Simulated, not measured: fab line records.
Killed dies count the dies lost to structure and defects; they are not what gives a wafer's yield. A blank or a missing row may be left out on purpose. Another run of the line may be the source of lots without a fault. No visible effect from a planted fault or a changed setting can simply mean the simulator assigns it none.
Which tool did it? || flow sky130 || 11 lots, 33 wafers sampled, at 5 steps of a route of 708

## WHAT THE GAUGES READ, wafer by wafer
SKY_CAP2M_THK_MEAS_01. Usual: CAP2M_CVD_00_THK typically reads 15.50 nm, with standard deviation 0.2.
{"lot": "L279", "measured": "day 40 08:13", "on": "film_metro-02", "CAP2M_CVD_00_THK (nm)": "15.57 15.70 15.45", "flag": ""}
{"lot": "L281", "measured": "day 41 08:22", "on": "film_metro-04", "CAP2M_CVD_00_THK (nm)": "15.42 15.82 15.61", "flag": ""}
{"lot": "L283", "measured": "day 41 20:05", "on": "film_metro-04", "CAP2M_CVD_00_THK (nm)": "15.28 15.61 15.71", "flag": ""}
{"lot": "L286", "measured": "day 43 00:01", "on": "film_metro-03", "CAP2M_CVD_00_THK (nm)": "15.40 15.47 15.66", "flag": ""}
{"lot": "L287", "measured": "day 43 03:16", "on": "film_metro-04", "CAP2M_CVD_00_THK (nm)": "15.14 15.54 15.59", "flag": ""}
{"lot": "L289", "measured": "day 43 15:50", "on": "film_metro-04", "CAP2M_CVD_00_THK (nm)": "15.38 27.53 27.26", "flag": "OFF"}
{"lot": "L291", "measured": "day 44 01:19", "on": "film_metro-03", "CAP2M_CVD_00_THK (nm)": "27.00 27.02 15.58", "flag": "OFF"}
{"lot": "L296", "measured": "day 45 12:14", "on": "film_metro-04", "CAP2M_CVD_00_THK (nm)": "15.54 15.67 15.50", "flag": ""}
{"lot": "L297", "measured": "day 45 14:37", "on": "film_metro-04", "CAP2M_CVD_00_THK (nm)": "15.13 15.26 15.52", "flag": ""}
{"lot": "L298", "measured": "day 45 19:16", "on": "film_metro-04", "CAP2M_CVD_00_THK (nm)": "15.12 15.56 15.40", "flag": ""}
{"lot": "L300", "measured": "day 46 08:46", "on": "film_metro-02", "CAP2M_CVD_00_THK (nm)": "15.29 15.47 15.79", "flag": ""}

## WHICH TOOL RAN EACH LOT (tool, then ch and the chambers of the sampled wafers, then the start)
{"lot": "L279", "SKY_METAL2_ETCH_18": "rie_metal-04 ch 0, day 35 19:00", "SKY_METAL2_STRIP_20": "plasma_asher-03 ch 0,1, day 35 19:16", "SKY_CAPM_STRIP_14": "plasma_asher-04 ch 0,1, day 38 01:47", "SKY_CAP2M_CVD_00": "pecvd-04 ch 0,1,2, day 40 08:11"}
{"lot": "L281", "SKY_METAL2_ETCH_18": "rie_metal-01 ch 0,1, day 36 20:34", "SKY_METAL2_STRIP_20": "plasma_asher-04 ch 0,1, day 36 20:43", "SKY_CAPM_STRIP_14": "plasma_asher-01 ch 0,1, day 39 02:52", "SKY_CAP2M_CVD_00": "pecvd-03 ch 0,1,2, day 41 08:21"}
{"lot": "L283", "SKY_METAL2_ETCH_18": "rie_metal-03 ch 0,1, day 37 09:44", "SKY_METAL2_STRIP_20": "plasma_asher-03 ch 0,1, day 37 09:53", "SKY_CAPM_STRIP_14": "plasma_asher-04 ch 0,1, day 39 15:13", "SKY_CAP2M_CVD_00": "pecvd-04 ch 1,2, day 41 20:04"}
{"lot": "L286", "SKY_METAL2_ETCH_18": "rie_metal-04 ch 1, day 38 15:27", "SKY_METAL2_STRIP_20": "plasma_asher-04 ch 0,1, day 38 15:36", "SKY_CAPM_STRIP_14": "plasma_asher-02 ch 0, day 40 19:52", "SKY_CAP2M_CVD_00": "pecvd-04 ch 1,2, day 42 23:59"}
{"lot": "L287", "SKY_METAL2_ETCH_18": "rie_metal-01 ch 1, day 38 19:10", "SKY_METAL2_STRIP_20": "plasma_asher-02 ch 0,1, day 38 19:19", "SKY_CAPM_STRIP_14": "plasma_asher-01 ch 0,1, day 40 23:02", "SKY_CAP2M_CVD_00": "pecvd-03 ch 0,1, day 43 03:14"}
{"lot": "L289", "SKY_METAL2_ETCH_18": "rie_metal-03 ch 0,1, day 39 08:35", "SKY_METAL2_STRIP_20": "plasma_asher-04 ch 1, day 39 08:44", "SKY_CAPM_STRIP_14": "plasma_asher-02 ch 0,1, day 41 13:04", "SKY_CAP2M_CVD_00": "pecvd-04 ch 0,2, day 43 15:48"}
{"lot": "L291", "SKY_METAL2_ETCH_18": "rie_metal-01 ch 0,1, day 39 20:13", "SKY_METAL2_STRIP_20": "plasma_asher-04 ch 0,1, day 39 20:23", "SKY_CAPM_STRIP_14": "plasma_asher-02 ch 0,1, day 41 23:10", "SKY_CAP2M_CVD_00": "pecvd-04 ch 0,2, day 44 01:16"}
{"lot": "L296", "SKY_METAL2_ETCH_18": "rie_metal-03 ch 0, day 41 08:06", "SKY_METAL2_STRIP_20": "plasma_asher-03 ch 0,1, day 41 08:22", "SKY_CAPM_STRIP_14": "plasma_asher-04 ch 0,1, day 43 10:55", "SKY_CAP2M_CVD_00": "pecvd-02 ch 0,1,2, day 45 12:02"}
{"lot": "L297", "SKY_METAL2_ETCH_18": "rie_metal-04 ch 0,1, day 41 09:55", "SKY_METAL2_STRIP_20": "plasma_asher-03 ch 0,1, day 41 10:07", "SKY_CAPM_STRIP_14": "plasma_asher-04 ch 0,1, day 43 12:37", "SKY_CAP2M_CVD_00": "pecvd-03 ch 1,2, day 45 14:35"}
{"lot": "L298", "SKY_METAL2_ETCH_18": "rie_metal-03 ch 0, day 41 18:01", "SKY_METAL2_STRIP_20": "plasma_asher-02 ch 0,1, day 41 18:19", "SKY_CAPM_STRIP_14": "plasma_asher-01 ch 0,1, day 43 19:03", "SKY_CAP2M_CVD_00": "pecvd-02 ch 0,1,2, day 45 19:14"}
{"lot": "L300", "SKY_METAL2_ETCH_18": "rie_metal-03 ch 0,1, day 42 06:58", "SKY_METAL2_STRIP_20": "plasma_asher-03 ch 0,1, day 42 07:07", "SKY_CAPM_STRIP_14": "plasma_asher-02 ch 0,1, day 44 08:32", "SKY_CAP2M_CVD_00": "pecvd-03 ch 0,2, day 46 08:44"}
- SKY_METAL2_ETCH_18: etches BARC in N2/H2, stops on SiO2, time 45.9 s, target depth 60 nm.
- SKY_METAL2_STRIP_20: strips in O2/N2.
- SKY_CAPM_STRIP_14: strips in O2/N2.
- SKY_CAP2M_CVD_00: deposits SiO2, target thk 15.5 nm.

## WHAT THE TOOLS THEMSELVES READ (means of the sampled wafers that have a number; where no wafer has one, the mark that the record gives instead)
SKY_METAL2_ETCH_18. Usual: drypump_motor_current_A 5.9 A, standard deviation 0.43; oes_product_au 0.854 a.u., standard deviation 0.0047; throttle_valve_pct 13.226 %, standard deviation 0.0096.
{"lot": "L279", "tool": "rie_metal-04", "drypump_motor_current_A (A)": 5.1, "oes_product_au (a.u.)": 0.856, "throttle_valve_pct (%)": 13.225, "flag": ""}
{"lot": "L281", "tool": "rie_metal-01", "drypump_motor_current_A (A)": 6.2, "oes_product_au (a.u.)": 0.856, "throttle_valve_pct (%)": 13.218, "flag": ""}
{"lot": "L283", "tool": "rie_metal-03", "drypump_motor_current_A (A)": 6.1, "oes_product_au (a.u.)": 0.860, "throttle_valve_pct (%)": 13.228, "flag": ""}
{"lot": "L286", "tool": "rie_metal-04", "drypump_motor_current_A (A)": 6.0, "oes_product_au (a.u.)": 0.857, "throttle_valve_pct (%)": 13.228, "flag": ""}
{"lot": "L287", "tool": "rie_metal-01", "drypump_motor_current_A (A)": 5.8, "oes_product_au (a.u.)": 0.853, "throttle_valve_pct (%)": 13.219, "flag": ""}
{"lot": "L289", "tool": "rie_metal-03", "drypump_motor_current_A (A)": 6.0, "oes_product_au (a.u.)": 0.853, "throttle_valve_pct (%)": 13.228, "flag": ""}
{"lot": "L291", "tool": "rie_metal-01", "drypump_motor_current_A (A)": 6.3, "oes_product_au (a.u.)": 0.856, "throttle_valve_pct (%)": 13.238, "flag": ""}
{"lot": "L296", "tool": "rie_metal-03", "drypump_motor_current_A (A)": 5.9, "oes_product_au (a.u.)": 0.853, "throttle_valve_pct (%)": 13.229, "flag": ""}
{"lot": "L297", "tool": "rie_metal-04", "drypump_motor_current_A (A)": 5.4, "oes_product_au (a.u.)": 0.851, "throttle_valve_pct (%)": 13.216, "flag": ""}
{"lot": "L298", "tool": "rie_metal-03", "drypump_motor_current_A (A)": 6.0, "oes_product_au (a.u.)": 0.859, "throttle_valve_pct (%)": 13.234, "flag": ""}
{"lot": "L300", "tool": "rie_metal-03", "drypump_motor_current_A (A)": 6.1, "oes_product_au (a.u.)": 0.856, "throttle_valve_pct (%)": 13.231, "flag": ""}

SKY_METAL2_STRIP_20. Usual: drypump_motor_current_A 5.6 A, standard deviation 0.4; oes_product_au 0.343 a.u., standard deviation 0.0047; strip_time_to_endpoint_s 2.69 s, standard deviation 0.034.
{"lot": "L279", "tool": "plasma_asher-03", "drypump_motor_current_A (A)": 5.6, "oes_product_au (a.u.)": 0.346, "strip_time_to_endpoint_s (s)": 2.69, "flag": ""}
{"lot": "L281", "tool": "plasma_asher-04", "drypump_motor_current_A (A)": 5.5, "oes_product_au (a.u.)": 0.338, "strip_time_to_endpoint_s (s)": 2.70, "flag": ""}
{"lot": "L283", "tool": "plasma_asher-03", "drypump_motor_current_A (A)": 5.7, "oes_product_au (a.u.)": 0.344, "strip_time_to_endpoint_s (s)": 2.75, "flag": ""}
{"lot": "L286", "tool": "plasma_asher-04", "drypump_motor_current_A (A)": 5.9, "oes_product_au (a.u.)": 0.342, "strip_time_to_endpoint_s (s)": 2.71, "flag": ""}
{"lot": "L287", "tool": "plasma_asher-02", "drypump_motor_current_A (A)": 5.4, "oes_product_au (a.u.)": 0.343, "strip_time_to_endpoint_s (s)": 2.68, "flag": ""}
{"lot": "L289", "tool": "plasma_asher-04", "drypump_motor_current_A (A)": 6.3, "oes_product_au (a.u.)": 0.343, "strip_time_to_endpoint_s (s)": 2.73, "flag": ""}
{"lot": "L291", "tool": "plasma_asher-04", "drypump_motor_current_A (A)": 5.9, "oes_product_au (a.u.)": 0.341, "strip_time_to_endpoint_s (s)": 2.69, "flag": ""}
{"lot": "L296", "tool": "plasma_asher-03", "drypump_motor_current_A (A)": 5.7, "oes_product_au (a.u.)": 0.339, "strip_time_to_endpoint_s (s)": 2.67, "flag": ""}
{"lot": "L297", "tool": "plasma_asher-03", "drypump_motor_current_A (A)": 5.6, "oes_product_au (a.u.)": 0.339, "strip_time_to_endpoint_s (s)": 2.69, "flag": ""}
{"lot": "L298", "tool": "plasma_asher-02", "drypump_motor_current_A (A)": 5.6, "oes_product_au (a.u.)": 0.341, "strip_time_to_endpoint_s (s)": 2.65, "flag": ""}
{"lot": "L300", "tool": "plasma_asher-03", "drypump_motor_current_A (A)": 5.7, "oes_product_au (a.u.)": 0.341, "strip_time_to_endpoint_s (s)": 2.67, "flag": ""}

SKY_CAPM_STRIP_14. Usual: drypump_motor_current_A 5.6 A, standard deviation 0.55; oes_product_au 0.710 a.u., standard deviation 0.0048; strip_time_to_endpoint_s 12.65 s, standard deviation 0.044.
{"lot": "L279", "tool": "plasma_asher-04", "drypump_motor_current_A (A)": 5.5, "oes_product_au (a.u.)": 0.712, "strip_time_to_endpoint_s (s)": 12.72, "flag": ""}
{"lot": "L281", "tool": "plasma_asher-01", "drypump_motor_current_A (A)": 5.7, "oes_product_au (a.u.)": 0.705, "strip_time_to_endpoint_s (s)": 12.63, "flag": ""}
{"lot": "L283", "tool": "plasma_asher-04", "drypump_motor_current_A (A)": 5.5, "oes_product_au (a.u.)": 0.707, "strip_time_to_endpoint_s (s)": 12.71, "flag": ""}
{"lot": "L286", "tool": "plasma_asher-02", "drypump_motor_current_A (A)": 5.3, "oes_product_au (a.u.)": 0.713, "strip_time_to_endpoint_s (s)": 12.65, "flag": ""}
{"lot": "L287", "tool": "plasma_asher-01", "drypump_motor_current_A (A)": 5.7, "oes_product_au (a.u.)": 0.709, "strip_time_to_endpoint_s (s)": 12.65, "flag": ""}
{"lot": "L289", "tool": "plasma_asher-02", "drypump_motor_current_A (A)": 5.5, "oes_product_au (a.u.)": 0.716, "strip_time_to_endpoint_s (s)": 12.64, "flag": ""}
{"lot": "L291", "tool": "plasma_asher-02", "drypump_motor_current_A (A)": 5.6, "oes_product_au (a.u.)": 0.710, "strip_time_to_endpoint_s (s)": 12.63, "flag": ""}
{"lot": "L296", "tool": "plasma_asher-04", "drypump_motor_current_A (A)": 5.4, "oes_product_au (a.u.)": 0.711, "strip_time_to_endpoint_s (s)": 12.68, "flag": ""}
{"lot": "L297", "tool": "plasma_asher-04", "drypump_motor_current_A (A)": 5.9, "oes_product_au (a.u.)": 0.709, "strip_time_to_endpoint_s (s)": 12.65, "flag": ""}
{"lot": "L298", "tool": "plasma_asher-01", "drypump_motor_current_A (A)": 5.7, "oes_product_au (a.u.)": 0.713, "strip_time_to_endpoint_s (s)": 12.61, "flag": ""}
{"lot": "L300", "tool": "plasma_asher-02", "drypump_motor_current_A (A)": 5.4, "oes_product_au (a.u.)": 0.710, "strip_time_to_endpoint_s (s)": 12.69, "flag": ""}

SKY_CAP2M_CVD_00. Usual: heater_power_w 842 W, standard deviation 100.
{"lot": "L279", "tool": "pecvd-04", "heater_power_w (W)": 823, "flag": ""}
{"lot": "L281", "tool": "pecvd-03", "heater_power_w (W)": 854, "flag": ""}
{"lot": "L283", "tool": "pecvd-04", "heater_power_w (W)": 822, "flag": ""}
{"lot": "L286", "tool": "pecvd-04", "heater_power_w (W)": 785, "flag": ""}
{"lot": "L287", "tool": "pecvd-03", "heater_power_w (W)": 792, "flag": ""}
{"lot": "L289", "tool": "pecvd-04", "heater_power_w (W)": 919, "flag": ""}
{"lot": "L291", "tool": "pecvd-04", "heater_power_w (W)": 882, "flag": ""}
{"lot": "L296", "tool": "pecvd-02", "heater_power_w (W)": 832, "flag": ""}
{"lot": "L297", "tool": "pecvd-03", "heater_power_w (W)": 952, "flag": ""}
{"lot": "L298", "tool": "pecvd-02", "heater_power_w (W)": 763, "flag": ""}
{"lot": "L300", "tool": "pecvd-03", "heater_power_w (W)": 845, "flag": ""}

## THE ANSWER, worked out from the rows above alone
Rule: a lot is off if the mean of its wafers that have a number lies more than 3 standard deviations from the usual mean. Also off: a lot with no number at a reading for which 4 or more lots have one. Any other lot the step has rows for is counted as sound. First the gauges in route order, then the tools' own readings, where a lot's mean is used as printed above. At the first step where some lot is off, the reading lying furthest off is the one used; lots without a number count as furthest.
Off: at SKY_CAP2M_THK_MEAS_01 (CAP2M_CVD_00_THK), L289, L291.
A tool fits if, at a process step before that reading, it ran every lot that is off, and no sound lot after the first of them. Those tools and the gauges at SKY_CAP2M_THK_MEAS_01 are tried in the same way. Undecided on this evidence; 2 tools fit (plasma_asher-04 at SKY_METAL2_STRIP_20, pecvd-04 at SKY_CAP2M_CVD_00).

## WHAT THE SIMULATOR HAD INSERTED
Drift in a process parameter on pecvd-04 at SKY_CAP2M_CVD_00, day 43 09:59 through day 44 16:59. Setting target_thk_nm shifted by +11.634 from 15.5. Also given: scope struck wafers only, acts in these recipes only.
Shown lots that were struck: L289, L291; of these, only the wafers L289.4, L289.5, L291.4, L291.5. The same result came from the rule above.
